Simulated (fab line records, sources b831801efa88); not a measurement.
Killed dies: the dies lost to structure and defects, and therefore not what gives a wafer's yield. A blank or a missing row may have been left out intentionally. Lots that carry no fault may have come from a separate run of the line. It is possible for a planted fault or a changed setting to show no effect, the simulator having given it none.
A struck lot beside a sound one    flow sky130    14 steps out of a route of 708
Sound: these wafers, L258.1, L258.5, L258.6. Struck: wafers L246.2, L246.3 (left out: L246.6, a lot-mate that was not struck); the cause follows at the end.
Each step with rows lists, per side, the tool, then ch with its chambers, then its first start. Under that, the readings that differ: sound wafers    struck wafers    difference of the means    sigmas: that difference in standard deviations of wafers without a fault.
alike: a reading whose means differ by less than 2 such deviations, as well as words and numbers matching on both sides. not compared: withheld readings; readings where some wafer has no value; bounds like >300 that might hide an equal value; numbers whose values overlap and for which the record gives no deviation.
A row with sigmas, a row that says differs or no value, or rows on one side alone: a step with any of these is where the two part. When numbers do not overlap yet have no deviation, they are printed without sigmas and do not part them. A reading that every wafer of one side lacks parts them only if that side has two wafers or more.

SKY_VIA3_STRIP_16: strips in O2/N2.
  sound on plasma asher-03 ch 0,1, day 44 05:04; struck on plasma asher-03 ch 0,1, day 41 14:46
  alike: drypump motor current A, oes product au, strip time to endpoint s
  not compared: rf hours counter h
then, 3 steps without rows for these wafers: SKY_VIA3_STRIP_17 (strips in post etch residue remover, time 1200 s); SKY_VIA3_CLEAN_18 (cleans in IPA, time 180 s); SKY_VIA3_CLEAN_19 (cleans in O3/DIW).
SKY_VIA3_SPUTTER_20: material TiN, target thk 20 nm, time 80 s.
  sound: pvd sputter-04 at day 44 05:39; struck: pvd sputter-04 at day 41 15:23
  alike: chamber pressure pa, throttle valve pct
then, 1 step without rows for these wafers: SKY_VIA3_CVD_21 (deposits W, target thk 390 nm, time 117.31 s).
SKY_VIA3_RS_MEAS_22: measures by four-point-probe.
  sound: film metro-03 at day 44 05:50; struck: film metro-02 at day 41 15:35
  alike: VIA3_W_RS
SKY_VIA3_THK_MEAS_23: measures by xrf.
  sound: film metro-03 at day 44 05:58; struck: film metro-02 at day 41 15:42
  alike: VIA3_W_THK
then, 1 step without rows for these wafers: SKY_VIA3_CMP_24 (polishes, stops on SiO2, t overpolish 20 s, target thk 0 nm).
SKY_METAL4_SPUTTER_00: material Ti, target thk 15 nm, time 10 s.
  sound: pvd sputter-01 at day 44 06:27; struck: pvd sputter-03 at day 41 16:05
  alike: chamber pressure pa, throttle valve pct
SKY_METAL4_SPUTTER_01: material TiN, target thk 20 nm, time 16.7 s.
  sound: pvd sputter-01 at day 44 06:28; struck: pvd sputter-03 at day 41 16:07
  alike: chamber pressure pa, throttle valve pct
SKY_METAL4_SPUTTER_02: material AlCu, target thk 735 nm, time 39.1 s.
  sound: pvd sputter-01 at day 44 06:30; struck: pvd sputter-03 at day 41 16:08
  alike: chamber pressure pa, throttle valve pct
SKY_METAL4_SPUTTER_03: material Ti, target thk 5 nm, time 3.3 s.
  sound: pvd sputter-01 at day 44 06:32; struck: pvd sputter-03 at day 41 16:10
reading                                    sound            struck      difference  sigmas
model.Ti_of_METAL4_SPUTTER_03.thk nm (nm)  5.01 4.943 5.07  5.094 5.14  +0.109      
  alike: chamber pressure pa, throttle valve pct
then, 1 step without rows for these wafers: SKY_METAL4_SPUTTER_04 (material TiN, target thk 70 nm, time 58.3 s).

WHERE THEY PART
Nowhere in this record.

WHY: what the simulator had put in
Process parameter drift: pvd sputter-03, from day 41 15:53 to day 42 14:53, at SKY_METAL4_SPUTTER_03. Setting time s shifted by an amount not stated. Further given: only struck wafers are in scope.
